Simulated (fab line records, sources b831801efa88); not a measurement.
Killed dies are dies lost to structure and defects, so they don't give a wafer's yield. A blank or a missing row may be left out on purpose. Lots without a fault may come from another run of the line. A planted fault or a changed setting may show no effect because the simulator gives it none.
fab line records | flow sky130
record lots=12 wafers=36 last_day=50
route steps=708 shown METAL3@533 CAPM@539 PAD_OPEN@708
lots that met no fault: from a run of the same line without faults
start_h: hours from the record's first day to the start of the lot's first wafer shown | wait_h: hours since the lot's step before | " the same as in the row above | L1.1+2: a row that stands for several wafers | - no value, or no start given | * or withheld: withheld | < > ~ a bound
route shown NAME@n: a module of which the file shows steps, and the number in the route of the first | usual: mean/standard deviation of fault-free wafers | same: alike in all rows | chamber/n: place in a boat | sites: the reading at each site | _std_site: their standard deviation | _edge_site: outer sites' mean less inner sites' | radius_mm: how far each site lies from the wafer's centre | mask NAME#n: copy n | behind: the tool/chamber that last shaped the wafer | hold: why the lot was held/for how many hours/how that ended | device: the transistor (n, p or np) that didn't switch | end of line: the same wafers' tests at the end of the route | a step without rows: its recipe alone | killed: dies lost to structure and defects at the first sort, not the wafer's yield | map: a wafer's dies, x killed, . not, _ none there
set.NAME: the setting as run; set.NAME@STEP: as run at that earlier step | model.NAME: the simulator's own value behind a step, which no gauge read
steps of the route over a sample of lots; a table a step, a row a wafer
services: from which hour (start_h, from the record's first day; less than 0 if before it) a tool's chamber was out of use, for how many hours, and why
## steps
# step SKY_METAL3_SPUTTER_01
# recipe material=TiN target_thk_nm=20 power_w=6500 time_s=16.7 chamber_pressure_pa=0.4
# usual throttle_valve_pct=30.0/0.94
# columns lot.wafer tool chamber start_h wait_h throttle_valve_pct
L604.2 pvd_sputter-04 - 867.83 0.0 30.4
L604.5 " - " " 31.0
L604.6 " - " " 30.2
L606.2 pvd_sputter-04 - 884.81 0.0 30.9
L606.3 " - " " 30.1
L606.5 " - " " 31.0
L603.3 pvd_sputter-01 - 885.66 0.0 28.9
L603.4 " - " " 29.2
L603.5 " - " " 29.4
L605.2 pvd_sputter-04 - 886.00 0.0 30.3
L605.3 " - " " 30.9
L605.6 " - " " 30.2
L607.1 pvd_sputter-02 - 886.95 0.0 30.0
L607.3 " - " " 28.4
L607.5 " - " " 28.3
L608.2 pvd_sputter-02 - 890.54 0.0 31.7
L608.3 " - " " 31.0
L608.4 " - " " 29.9
L609.1 pvd_sputter-01 - 895.50 0.0 31.2
L609.3 " - " " 29.2
L609.6 " - " " 29.2
L610.3 pvd_sputter-04 - 903.03 0.0 30.7
L610.4 " - " " 30.4
L610.6 " - " " 30.3
L612.3 pvd_sputter-01 - 926.37 0.0 31.3
L612.4 " - " " 28.8
L612.6 " - " " 31.1
L621.1 pvd_sputter-01 - 987.27 0.0 31.1
L621.3 " - " " 29.5
L621.4 " - " " 29.0
L623.2 pvd_sputter-01 - 1001.30 0.0 29.3
L623.3 " - " " 28.9
L623.6 " - " " 29.3
L624.3 pvd_sputter-01 - 1011.46 0.0 31.2
L624.4 " - " " 29.0
L624.5 " - " " 28.8
# step SKY_CAPM_SPUTTER_02
# recipe material=TiN target_thk_nm=200 temp_c=300 power_w=6500 time_s=166.7 chamber_pressure_pa=0.4
# usual throttle_valve_pct=30.0/1.1
# columns lot.wafer tool chamber start_h wait_h throttle_valve_pct
L604.2 pvd_sputter-01 - 868.04 0.0 29.2
L604.5 " - " " 29.6
L604.6 " - " " 31.2
L606.2 pvd_sputter-02 - 885.03 0.0 31.7
L606.3 " - " " 29.9
L606.5 " - " " 28.1
L603.3 pvd_sputter-03 - 885.88 0.0 30.6
L603.4 " - " " 31.8
L603.5 " - " " 31.8
L605.2 pvd_sputter-01 - 886.22 0.0 29.4
L605.3 " - " " 29.3
L605.6 " - " " 31.4
L607.1 pvd_sputter-03 - 887.16 0.1 31.6
L607.3 " - " " 30.2
L607.5 " - " " 29.8
L608.2 pvd_sputter-03 - 890.76 0.0 29.9
L608.3 " - " " 29.7
L608.4 " - " " 28.5
L609.1 pvd_sputter-03 - 895.72 0.1 29.8
L609.3 " - " " 31.7
L609.6 " - " " 30.4
L610.3 pvd_sputter-03 - 903.24 0.0 31.3
L610.4 " - " " 30.4
L610.6 " - " " 30.3
L612.3 pvd_sputter-03 - 926.59 0.0 29.7
L612.4 " - " " 30.2
L612.6 " - " " 28.5
L621.1 pvd_sputter-02 - 987.48 0.1 28.3
L621.3 " - " " 30.9
L621.4 " - " " 31.6
L623.2 pvd_sputter-03 - 1001.51 0.0 30.1
L623.3 " - " " 31.7
L623.6 " - " " 29.9
L624.3 pvd_sputter-02 - 1011.69 0.0 31.6
L624.4 " - " " 30.9
L624.5 " - " " 31.6
# step SKY_CAPM_STRIP_14
# recipe chemistry=O2/N2 power_w=1400 pressure_mtorr=1500 platen_temp_c=withheld o2_flow_sccm=3000 n2_flow_sccm=300 overash_fraction=0.5
# usual drypump_motor_current_A=5.4/0.43 n2_flow_sccm=299.9/0.89 oes_product_au=0.710/0.0045 strip_time_to_endpoint_s=12.64/0.062
# columns lot.wafer tool chamber start_h wait_h drypump_motor_current_A n2_flow_sccm oes_product_au rf_hours_counter_h strip_time_to_endpoint_s
L604.2 plasma_asher-03 0 893.71 0.1 6.0 300.4 0.715 14 12.60
L604.5 " 1 " " 5.0 300.2 0.712 - 12.60
L604.6 " 0 " " 6.0 299.4 0.708 - 12.69
L606.2 plasma_asher-04 1 910.01 0.1 5.1 301.2 0.704 75 12.67
L606.3 " 1 " " 5.1 301.1 0.706 - 12.64
L606.5 " 1 " " 5.1 301.6 0.706 - 12.63
L603.3 plasma_asher-03 1 910.95 0.1 5.0 300.7 0.711 - 12.73
L603.4 " 0 " " 6.0 300.6 0.710 - 12.63
L603.5 " 1 " " 5.0 300.9 0.712 - 12.67
L605.2 plasma_asher-03 0 911.46 0.1 6.0 299.5 0.716 16 12.58
L605.3 " 1 " " 5.0 300.8 0.705 - 12.57
L605.6 " 0 " " 6.0 299.5 0.706 - 12.58
L607.1 plasma_asher-03 1 912.96 0.1 5.0 299.1 0.718 16 12.53
L607.3 " 0 " " 6.0 299.9 0.707 - 12.60
L607.5 " 0 " " 6.0 299.5 0.705 - 12.61
L608.2 plasma_asher-01 1 915.62 0.1 5.8 300.0 0.711 48 12.57
L608.3 " 1 " " 5.8 298.4 0.711 - 12.68
L608.4 " 0 " " 4.9 299.3 0.712 - 12.61
L609.1 plasma_asher-04 1 920.51 0.1 5.1 300.0 0.715 77 12.65
L609.3 " 1 " " 5.1 300.0 0.703 - 12.53
L609.6 " 1 " " 5.0 301.0 0.718 - 12.55
L610.3 plasma_asher-01 1 928.96 0.1 5.8 300.7 0.713 - 12.67
L610.4 " 0 " " 4.9 299.2 0.714 - 12.70
L610.6 " 0 " " 4.9 299.3 0.711 - 12.67
L612.3 plasma_asher-03 1 950.85 0.1 4.9 301.0 0.706 - 12.74
L612.4 " 0 " " 6.0 300.8 0.714 - 12.62
L612.6 " 1 " " 4.9 300.5 0.713 - 12.64
L621.1 plasma_asher-01 1 1010.91 0.1 5.8 300.0 0.713 58 12.68
L621.3 " 0 " " 4.9 300.2 0.716 - 12.57
L621.4 " 1 " " 5.8 303.1 0.710 - 12.69
L623.2 plasma_asher-01 0 1025.17 0.1 4.9 299.8 0.706 59 12.72
L623.3 " 0 " " 4.9 299.3 0.706 - 12.67
L623.6 " 1 " " 5.8 298.8 0.708 - 12.69
L624.3 plasma_asher-03 1 1034.01 0.1 4.9 300.9 0.712 - 12.67
L624.4 " 0 " " 6.0 298.3 0.702 - 12.61
L624.5 " 0 " " 6.0 299.3 0.720 - 12.64
# step SKY_CAPM_STRIP_15
# recipe chemistry=post_etch_residue_remover time_s=1200 temp_c=72.5
# usual run_length_s=1229/3.8
# columns lot.wafer tool chamber start_h wait_h run_length_s
L604.2 wet_bench-01 1 893.81 0.1 1227
L604.5 " 1 " " 1227
L604.6 " 1 " " 1227
L606.2 wet_bench-01 2 910.11 0.1 1231
L606.3 " 2 " " 1231
L606.5 " 2 " " 1231
L603.3 wet_bench-01 2 911.01 0.0 1231
L603.4 " 2 " " 1231
L603.5 " 2 " " 1231
L605.2 wet_bench-01 1 911.56 0.1 1235
L605.3 " 1 " " 1235
L605.6 " 1 " " 1235
L607.1 wet_bench-01 1 913.06 0.1 1234
L607.3 " 1 " " 1234
L607.5 " 1 " " 1234
L608.2 wet_bench-01 1 915.72 0.1 1236
L608.3 " 1 " " 1236
L608.4 " 1 " " 1236
L609.1 wet_bench-01 2 920.61 0.1 1280
L609.3 " 2 " " 1280
L609.6 " 2 " " 1280
L610.3 wet_bench-01 3 929.02 0.0 1282
L610.4 " 3 " " 1282
L610.6 " 3 " " 1282
L612.3 wet_bench-02 0 950.91 0.0 1225
L612.4 " 0 " " 1225
L612.6 " 0 " " 1225
L621.1 wet_bench-01 1 1011.01 0.1 1234
L621.3 " 1 " " 1234
L621.4 " 1 " " 1234
L623.2 wet_bench-04 2 1025.27 0.1 1233
L623.3 " 2 " " 1233
L623.6 " 2 " " 1233
L624.3 wet_bench-01 3 1034.07 0.0 1226
L624.4 " 3 " " 1226
L624.5 " 3 " " 1226
# step SKY_PAD_OPEN_PROBE_99
# usual defect_limited_yield=82.4/1.9 killed_at_M0_to_M3=45/7.5 killed_at_M4_up=2.8/1.9 killed_at_contacts=25/5.5 killed_at_front_end=14/4 killed_at_other=0.3/0.75 killed_dies=87/9.4 killed_open=47/6.6 killed_short=39/6.6 sort_bin_3_pad_short=0.9/0.39 sort_bin_5_function=10.4/1.5 sort_bin_6_memory=6.3/1.2 sort_n_pass=405/9.4 sort_yield_pct=82.4/1.9
# same gross_dies=492 killed_at_back_side=0 sort_bin_4_leakage[%]=0 sort_bin_8_speed[%]=0
# columns lot.wafer tool chamber start_h wait_h defect_limited_yield[%] killed_at_M0_to_M3 killed_at_M4_up killed_at_contacts killed_at_front_end killed_at_other killed_dies killed_open killed_short sort_bin_3_pad_short[%] sort_bin_5_function[%] sort_bin_6_memory[%] sort_n_pass sort_yield_pct[%]
L604.2 prober-01 - 1094.11 0.1 81.1 49 5 24 15 0 93 53 39 0.8 12.4 5.7 399 81.1
L604.5 prober-01 - 1094.26 0.2 78.7 57 2 20 26 0 105 59 46 1.4 13.4 6.5 387 78.7
L604.6 prober-01 - 1094.31 0.2 81.5 53 3 27 8 0 91 50 41 0.4 11.0 7.1 401 81.5
L606.2 prober-01 - 1106.73 0.1 85.0 31 5 28 10 0 74 43 30 0.6 8.7 5.7 418 85.0
L606.3 prober-01 - 1106.78 0.2 86.0 42 5 11 11 0 69 37 32 0.8 7.9 5.3 423 86.0
L606.5 prober-01 - 1106.88 0.2 83.7 44 2 17 17 0 80 38 42 0.4 10.4 5.5 412 83.7
L603.3 prober-02 - 1106.80 0.2 82.5 43 1 28 13 1 86 47 39 0.8 9.6 7.1 406 82.5
L603.4 prober-02 - 1106.85 0.2 82.3 34 0 39 14 0 87 49 38 0.8 10.4 6.5 405 82.3
L603.5 prober-02 - 1106.90 0.2 79.5 52 3 31 14 1 101 52 49 0.6 13.8 6.1 391 79.5
L605.2 prober-01 - 1108.39 0.1 86.6 40 2 14 10 0 66 40 26 0.8 7.3 5.3 426 86.6
L605.3 prober-01 - 1108.44 0.2 82.3 43 0 34 10 0 87 46 41 0.4 10.6 6.7 405 82.3
L605.6 prober-01 - 1108.59 0.2 81.5 51 0 32 8 0 91 48 43 0.6 11.4 6.5 401 81.5
L607.1 prober-02 - 1110.06 0.1 84.3 44 4 20 9 0 77 42 35 0.8 10.8 4.1 415 84.3
L607.3 prober-02 - 1110.16 0.2 84.1 38 5 20 14 1 78 39 39 0.6 9.6 5.7 414 84.1
L607.5 prober-02 - 1110.26 0.2 83.7 36 1 33 8 2 80 53 27 0.4 8.3 7.5 412 83.7
L608.2 prober-01 - 1111.42 0.1 80.1 54 4 30 10 0 98 45 53 0.6 11.6 7.7 394 80.1
L608.3 prober-01 - 1111.47 0.2 81.1 45 4 31 13 0 93 53 40 2.4 10.6 5.9 399 81.1
L608.4 prober-01 - 1111.52 0.2 80.9 42 4 31 17 0 94 54 40 1.0 11.8 6.3 398 80.9
L609.1 prober-02 - 1115.06 0.1 81.7 55 0 20 15 0 90 48 42 0.6 12.2 5.5 402 81.7
L609.3 prober-02 - 1115.16 0.2 78.0 63 4 29 12 0 108 61 47 0.8 12.6 8.5 384 78.0
L609.6 prober-02 - 1115.31 0.2 80.1 55 3 23 17 0 98 56 42 1.2 13.6 5.1 394 80.1
L610.3 prober-01 - 1122.26 0.2 84.3 36 5 24 12 0 77 44 33 0.6 9.3 5.7 415 84.3
L610.4 prober-01 - 1122.31 0.2 83.7 34 4 20 22 0 80 40 40 1.2 9.3 5.7 412 83.7
L610.6 prober-01 - 1122.41 0.2 83.9 45 4 19 10 1 79 44 35 0.4 8.5 7.1 413 83.9
L612.3 prober-02 - 1139.73 0.2 83.5 46 2 20 13 0 81 46 35 1.0 10.0 5.5 411 83.5
L612.4 prober-02 - 1139.78 0.2 83.9 38 1 26 14 0 79 47 32 1.0 8.5 6.5 413 83.9
L612.6 prober-02 - 1139.88 0.2 79.7 50 3 29 18 0 100 54 46 1.0 13.2 6.1 392 79.7
L621.1 prober-01 - 1184.88 0.1 83.1 45 2 24 12 0 83 49 34 1.0 11.6 4.3 409 83.1
L621.3 prober-01 - 1184.98 0.2 80.5 57 1 26 12 0 96 62 34 0.4 11.8 7.3 396 80.5
L621.4 prober-01 - 1185.03 0.2 84.1 39 1 23 15 0 78 45 33 1.4 10.0 4.5 414 84.1
L623.2 prober-02 - 1196.22 0.1 83.9 37 2 31 9 0 79 41 38 0.6 9.6 5.9 413 83.9
L623.3 prober-02 - 1196.27 0.2 79.1 55 2 31 15 0 103 62 41 0.6 12.8 7.5 389 79.1
L623.6 prober-02 - 1196.42 0.2 81.9 41 1 31 15 1 89 48 41 1.2 10.4 6.5 403 81.9
L624.3 prober-01 - 1202.81 0.2 85.0 43 2 17 11 1 74 42 32 1.2 7.3 6.5 418 85.0
L624.4 prober-01 - 1202.86 0.2 85.0 42 1 14 17 0 74 41 33 1.6 9.8 3.7 418 85.0
L624.5 prober-01 - 1202.91 0.2 83.1 46 2 19 16 0 83 46 37 0.2 11.0 5.7 409 83.1
# killed by level:class
L604.2 VIA1:geometric_particle:open=15 CONTACT:geometric_particle:open=11 VIA2:geometric_particle:open=7 CONTACT:geometric_particle:short=6 METAL1:geometric_particle:short=6 POLY_GATE:geometric_particle:short=5 METAL2:geometric_particle:short=5 VIA3:geometric_particle:open=5
L604.5 VIA1:geometric_particle:open=12 CONTACT:geometric_particle:open=9 METAL1:geometric_particle:short=9 FIELD_ISO:geometric_particle:open=8 VIA2:geometric_particle:open=8 FIELD_ISO:geometric_particle:short=7 LI_CONTACT:geometric_particle:open=7 VIA3:geometric_particle:open=6
L604.6 VIA1:geometric_particle:open=16 LI_CONTACT:geometric_particle:open=9 CONTACT:geometric_particle:open=7 METAL1:geometric_particle:short=7 LOCAL_INTERCONNECT:geometric_particle:short=6 METAL2:geometric_particle:short=5 VIA3:geometric_particle:open=5 VIA1:geometric_particle:short=4
L606.2 CONTACT:geometric_particle:open=11 LI_CONTACT:geometric_particle:open=6 METAL2:geometric_particle:short=6 LOCAL_INTERCONNECT:geometric_particle:short=5 VIA1:geometric_particle:open=5 LOCAL_INTERCONNECT:geometric_particle:open=4 VIA2:geometric_particle:open=4 VIA3:geometric_particle:short=4
L606.3 VIA1:geometric_particle:open=11 METAL2:geometric_particle:short=8 FIELD_ISO:geometric_particle:open=5 LI_CONTACT:geometric_particle:open=5 VIA2:geometric_particle:open=5 METAL4:geometric_particle:short=4 VIA3:geometric_particle:short=4 CONTACT:geometric_particle:open=3
L603.3 CONTACT:geometric_particle:open=14 VIA1:geometric_particle:open=10 VIA1:geometric_particle:short=7 METAL2:geometric_particle:short=7 LI_CONTACT:geometric_particle:open=6 CONTACT:geometric_particle:short=5 VIA2:geometric_particle:open=5 METAL1:geometric_particle:short=4
L603.4 CONTACT:geometric_particle:open=15 VIA2:geometric_particle:open=8 LI_CONTACT:geometric_particle:open=7 FIELD_ISO:geometric_particle:open=6 LOCAL_INTERCONNECT:geometric_particle:short=6 CONTACT:geometric_particle:short=6 METAL1:geometric_particle:short=5 VIA1:geometric_particle:short=5
L606.5 VIA1:geometric_particle:open=8 POLY_GATE:geometric_particle:short=6 METAL1:geometric_particle:short=6 VIA2:geometric_particle:open=6 VIA3:geometric_particle:open=5 CONTACT:geometric_particle:open=5 LOCAL_INTERCONNECT:geometric_particle:short=5 LI_CONTACT:geometric_particle:open=4
L603.5 CONTACT:geometric_particle:open=13 VIA1:geometric_particle:open=11 VIA3:geometric_particle:open=10 POLY_GATE:geometric_particle:short=7 LI_CONTACT:geometric_particle:open=7 METAL2:geometric_particle:short=7 METAL1:geometric_particle:short=5 METAL3:geometric_particle:short=5
L605.2 VIA1:geometric_particle:open=12 VIA2:geometric_particle:open=5 LI_CONTACT:geometric_particle:open=4 CONTACT:geometric_particle:short=4 CONTACT:geometric_particle:open=4 METAL1:geometric_particle:short=4 VIA1:geometric_particle:short=4 METAL2:geometric_particle:short=4
L605.3 VIA1:geometric_particle:open=13 LI_CONTACT:geometric_particle:open=10 CONTACT:geometric_particle:open=9 METAL3:geometric_particle:short=8 LOCAL_INTERCONNECT:geometric_particle:short=5 METAL2:geometric_particle:short=5 LI_CONTACT:geometric_particle:short=4 CONTACT:geometric_particle:short=4
L605.6 CONTACT:geometric_particle:open=10 VIA1:geometric_particle:open=10 CONTACT:geometric_particle:short=9 VIA2:geometric_particle:open=8 LI_CONTACT:geometric_particle:open=6 METAL2:geometric_particle:short=6 LOCAL_INTERCONNECT:geometric_particle:short=5 METAL1:geometric_particle:short=5
L607.1 VIA1:geometric_particle:open=10 VIA3:geometric_particle:open=7 CONTACT:geometric_particle:open=6 METAL1:geometric_particle:short=6 LI_CONTACT:geometric_particle:open=5 CONTACT:geometric_particle:short=5 VIA2:geometric_particle:open=5 VIA3:geometric_particle:short=5
L607.3 CONTACT:geometric_particle:open=9 VIA1:geometric_particle:open=8 METAL2:geometric_particle:short=7 VIA2:geometric_particle:open=6 METAL1:geometric_particle:short=5 FIELD_ISO:geometric_particle:open=4 FIELD_ISO:geometric_particle:short=4 LI_CONTACT:geometric_particle:short=4
L607.5 CONTACT:geometric_particle:open=15 VIA1:geometric_particle:open=10 LI_CONTACT:geometric_particle:open=8 LOCAL_INTERCONNECT:geometric_particle:short=5 VIA3:geometric_particle:open=5 METAL2:geometric_particle:short=4 VIA2:geometric_particle:open=4 FIELD_ISO:geometric_particle:short=3
L608.2 CONTACT:geometric_particle:open=14 METAL1:geometric_particle:short=10 VIA1:geometric_particle:open=9 METAL2:geometric_particle:short=8 LI_CONTACT:geometric_particle:open=5 VIA1:geometric_particle:short=5 VIA2:geometric_particle:open=5 VIA3:geometric_particle:short=5
L608.3 CONTACT:geometric_particle:open=11 VIA1:geometric_particle:open=10 LOCAL_INTERCONNECT:geometric_particle:short=8 LI_CONTACT:geometric_particle:open=7 VIA3:geometric_particle:open=7 VIA2:geometric_particle:open=7 VIA1:geometric_particle:short=5 CONTACT:geometric_particle:short=4
L608.4 CONTACT:geometric_particle:open=14 VIA1:geometric_particle:open=12 VIA2:geometric_particle:open=7 CONTACT:geometric_particle:short=6 METAL1:geometric_particle:short=5 FIELD_ISO:geometric_particle:open=4 SPACER:geometric_particle:short=4 LI_CONTACT:geometric_particle:open=4
L609.1 VIA1:geometric_particle:open=15 METAL2:geometric_particle:short=9 CONTACT:geometric_particle:open=7 VIA2:geometric_particle:short=6 FIELD_ISO:geometric_particle:open=5 LI_CONTACT:geometric_particle:open=5 CONTACT:geometric_particle:short=5 VIA2:geometric_particle:open=5
L609.3 VIA1:geometric_particle:open=18 CONTACT:geometric_particle:open=9 VIA1:geometric_particle:short=9 METAL2:geometric_particle:short=7 VIA3:geometric_particle:open=7 LI_CONTACT:geometric_particle:open=6 METAL1:geometric_particle:short=6 LOCAL_INTERCONNECT:geometric_particle:short=6
L609.6 VIA2:geometric_particle:open=12 VIA1:geometric_particle:open=11 METAL1:geometric_particle:short=10 CONTACT:geometric_particle:open=8 VIA3:geometric_particle:open=7 POLY_GATE:geometric_particle:open=5 FIELD_ISO:geometric_particle:short=4 METAL3:geometric_particle:short=4
L610.3 LI_CONTACT:geometric_particle:open=8 VIA1:geometric_particle:open=8 CONTACT:geometric_particle:open=6 VIA2:geometric_particle:open=6 VIA3:geometric_particle:open=6 FIELD_ISO:geometric_particle:short=4 CONTACT:geometric_particle:short=4 METAL2:geometric_particle:short=4
L610.4 FIELD_ISO:geometric_particle:short=12 VIA1:geometric_particle:open=11 LI_CONTACT:geometric_particle:open=6 CONTACT:geometric_particle:short=6 CONTACT:geometric_particle:open=6 VIA3:geometric_particle:short=4 VIA3:geometric_particle:open=4 METAL4:geometric_particle:short=3
L610.6 VIA1:geometric_particle:open=9 CONTACT:geometric_particle:open=8 METAL1:geometric_particle:short=7 VIA3:geometric_particle:open=7 METAL1:geometric_particle:open=6 LI_CONTACT:geometric_particle:open=4 METAL2:geometric_particle:short=4 CONTACT:geometric_particle:short=4
L612.3 METAL2:geometric_particle:short=9 VIA3:geometric_particle:open=9 CONTACT:geometric_particle:open=8 VIA1:geometric_particle:open=8 VIA2:geometric_particle:open=6 LI_CONTACT:geometric_particle:open=5 FIELD_ISO:geometric_particle:open=4 METAL1:geometric_particle:short=4
L612.4 CONTACT:geometric_particle:open=14 VIA1:geometric_particle:open=10 CONTACT:geometric_particle:short=5 VIA2:geometric_particle:short=5 VIA2:geometric_particle:open=5 POLY_GATE:geometric_particle:open=4 LI_CONTACT:geometric_particle:open=4 POLY_GATE:geometric_particle:short=3
L612.6 LI_CONTACT:geometric_particle:open=10 CONTACT:geometric_particle:open=10 METAL2:geometric_particle:short=9 VIA2:geometric_particle:open=8 FIELD_ISO:geometric_particle:short=7 VIA1:geometric_particle:open=7 VIA3:geometric_particle:open=7 POLY_GATE:geometric_particle:open=5
L621.1 VIA1:geometric_particle:open=10 CONTACT:geometric_particle:open=10 VIA1:geometric_particle:short=8 CONTACT:geometric_particle:short=6 METAL2:geometric_particle:short=6 FIELD_ISO:geometric_particle:open=5 POLY_GATE:geometric_particle:open=5 METAL1:geometric_particle:short=5
L621.3 VIA1:geometric_particle:open=21 VIA3:geometric_particle:open=11 VIA1:geometric_particle:short=9 LI_CONTACT:geometric_particle:open=8 CONTACT:geometric_particle:open=7 POLY_GATE:geometric_particle:open=5 CONTACT:geometric_particle:short=4 LOCAL_INTERCONNECT:geometric_particle:short=4
L621.4 CONTACT:geometric_particle:open=11 VIA1:geometric_particle:open=10 VIA2:geometric_particle:open=6 POLY_GATE:geometric_particle:open=5 LI_CONTACT:geometric_particle:short=5 METAL1:geometric_particle:short=5 VIA3:geometric_particle:open=5 POLY_GATE:geometric_particle:short=4
L623.2 CONTACT:geometric_particle:open=11 CONTACT:geometric_particle:short=10 LI_CONTACT:geometric_particle:open=8 VIA3:geometric_particle:open=6 METAL1:geometric_particle:short=6 VIA1:geometric_particle:short=6 VIA1:geometric_particle:open=6 VIA2:geometric_particle:open=4
L623.3 VIA1:geometric_particle:open=14 VIA3:geometric_particle:open=10 CONTACT:geometric_particle:open=9 VIA2:geometric_particle:open=8 METAL2:geometric_particle:short=7 LI_CONTACT:geometric_particle:open=6 CONTACT:geometric_particle:short=6 LOCAL_INTERCONNECT:geometric_particle:short=5
L623.6 CONTACT:geometric_particle:open=14 METAL2:geometric_particle:short=8 CONTACT:geometric_particle:short=7 METAL1:geometric_particle:short=7 VIA1:geometric_particle:open=7 FIELD_ISO:geometric_particle:open=5 VIA2:geometric_particle:open=5 LI_CONTACT:geometric_particle:open=4
L624.3 VIA3:geometric_particle:open=10 CONTACT:geometric_particle:open=7 VIA1:geometric_particle:open=6 FIELD_ISO:geometric_particle:short=5 LI_CONTACT:geometric_particle:open=5 VIA2:geometric_particle:open=5 METAL1:geometric_particle:short=4 METAL2:geometric_particle:short=4
L624.4 VIA1:geometric_particle:open=7 VIA3:geometric_particle:open=7 CONTACT:geometric_particle:open=6 POLY_GATE:geometric_particle:open=5 METAL1:geometric_particle:short=5 FIELD_ISO:geometric_particle:short=4 VIA1:geometric_particle:short=4 VIA2:geometric_particle:open=4
L624.5 LI_CONTACT:geometric_particle:open=8 VIA2:geometric_particle:open=8 METAL2:geometric_particle:short=6 VIA3:geometric_particle:open=6 FIELD_ISO:geometric_particle:short=5 METAL1:geometric_particle:short=5 VIA1:geometric_particle:short=5 VIA1:geometric_particle:open=5
## services
# columns tool chamber start_h hours kind
plasma_asher-04 - 858.12 0.7 repair
wet_bench-04 - 863.68 1.5 repair
plasma_asher-03 - 871.07 14.6 pm
wet_bench-01 - 872.28 5.2 repair
pvd_sputter-02 - 908.84 7.0 repair
plasma_asher-01 - 909.16 2.8 pm
pvd_sputter-01 - 912.62 1.7 repair
pvd_sputter-01 - 921.11 1.2 repair
plasma_asher-04 - 990.52 1.8 repair
## key
first_sign step=SKY_CAPM_STRIP_15 reading=run_length_s direction=up sigmas=13 usual=* struck=*
effect none on later readings
met_at SKY_CAPM_STRIP_15
struck_lots L609,L610
not_acting_at SKY_METAL3_SPUTTER_01,SKY_CAPM_SPUTTER_02,SKY_CAPM_STRIP_14
onset_between 915.72 920.61
fault kind=process_parameter_drift tool=wet_bench-01 chamber=- onset_h=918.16 steps=SKY_CAPM_STRIP_15 channel=time_s offset=* shape=step end_h=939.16 acts_in=* stated=*
